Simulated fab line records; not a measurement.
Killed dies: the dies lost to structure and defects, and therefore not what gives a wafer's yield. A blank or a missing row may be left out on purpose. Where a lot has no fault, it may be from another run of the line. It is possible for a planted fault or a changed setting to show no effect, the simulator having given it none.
A lot that was struck, set against a sound lot    flow sky130    16 out of 708 route steps
Sound: the wafers L114.4, L114.5, L114.6. Wafers L121.2, L121.4, L121.6 were the ones struck. At the end, the cause is stated.
Each step with rows lists, per side, the tool, then ch with its chambers, then its first start. Under that, the readings that differ: sound wafers    struck wafers    difference of the means    sigmas: that difference in standard deviations of wafers without a fault.
alike: same words and numbers on both sides, and readings whose means sit less than 2 such deviations apart. not compared: any withheld reading, any reading some wafer has no value for, any bound like >300 that may hide the same value, and any number with overlapping values for which the record gives no deviation.
A row with sigmas, a row that says differs or no value, or rows on one side alone: a step with any of these is where the two part. Numbers that don't overlap but have no deviation are shown without sigmas and don't part them. A reading that every wafer of one side lacks parts them only if that side has two wafers or more.

SKY_NWELL_RS_MEAS_29: measurement is done with a four-point probe.
  sound on filmMetro-02 at day 6 19:49; struck on filmMetro-02 at day 8 15:55
  alike: NWELL_RS
SKY_NWELL_RS_MEAS_31: measurement is done with a four-point probe.
  sound on filmMetro-02 at day 6 20:03; struck on filmMetro-02 at day 8 16:10
reading           sound           struck          difference  sigmas
PWDE_RS (ohm/sq)  5303 5291 5311  5287 5253 5260  -35         -2
then, 7 steps without rows for these wafers: SKY_VT_ADJUST_HVTP_DEHYDRATE_00 (time 60 s); SKY_VT_ADJUST_HVTP_HMDS_01 (prime time 60 s); SKY_VT_ADJUST_HVTP_COAT_02 (resist thk 1140 nm); SKY_VT_ADJUST_HVTP_SOFTBAKE_03 (time 60 s); SKY_VT_ADJUST_HVTP_EXPOSE_04 (exposes mask HVTPM, target cd 380 nm); SKY_VT_ADJUST_HVTP_PEB_05; SKY_VT_ADJUST_HVTP_DEVELOP_06 (develop time 60 s).
SKY_VT_ADJUST_HVTP_CD_MEAS_07: the cd target is 380 nm.
  sound on cdSem-02 at day 7 16:16; struck on cdSem-01 at day 9 13:17
  alike: cdNm
SKY_VT_ADJUST_HVTP_OVL_MEAS_08:
  sound on overlay-02 at day 7 16:20; struck on overlay-01 at day 9 13:23
  alike: VT_ADJUST_HVTP_OVL
SKY_VT_ADJUST_HVTP_IMPLANT_09:
  sound on implanter-04 ch 0, day 7 16:26; struck on implanter-02 ch 0, day 9 13:26
reading           sound                        struck                      difference  sigmas
doseIonsCm2       4.298e+12 4.293e+12 4.3e+12  4.28e+11 4.24e+11 4.23e+11  -3.87e+12   -99 or more
faradayCurrentUA  24.0 24.8 23.4               2.4 2.4 2.4                 -21.7       -45
SKY_VT_ADJUST_HVTP_STRIP_10: strips in O2/N2.
  sound on plasmaAsher-02 ch 0,1, day 7 16:33; struck on plasmaAsher-04 ch 0,1, day 9 13:34
  alike: drypumpMotorCurrentA, oesProductAu, stripTimeToEndpointS
  not compared: rfHoursCounterH
SKY_VT_ADJUST_HVTP_TW_MEAS_11:
  sound on filmMetro-04 at day 7 16:38; struck on filmMetro-04 at day 9 13:41
reading            sound           struck       difference  sigmas
VT_ADJUST_HVTP_TW  1357 1356 1364  647 653 648  -710        -55
then, 1 step without rows for these wafers: SKY_VT_ADJUST_LVTN_DEHYDRATE_00 (time 60 s).
-- here the record skips 40 days between the struck wafers' starts before and after, leaving off in module VT_ADJUST_LVTN and picking up in module PAD_OPEN (first step shown: number 708 of the route) --
SKY_PAD_OPEN_PROBE_99:
  sound on prober-01 at day 47 06:23; struck on prober-01 at day 49 05:25
  alike: killed_at_M0_to_M3, killed_at_M4_up, killedAtContacts, killedAtFrontEnd, killedAtOther, killedDies, killedOpen, killedShort

## WHERE THEY PART
At SKY_NWELL_RS_MEAS_31 first; at SKY_VT_ADJUST_HVTP_TW_MEAS_11 last (within this record only). Later steps at which nothing parts them and some readings are alike: SKY_PAD_OPEN_PROBE_99.

WHY: what the simulator had put in
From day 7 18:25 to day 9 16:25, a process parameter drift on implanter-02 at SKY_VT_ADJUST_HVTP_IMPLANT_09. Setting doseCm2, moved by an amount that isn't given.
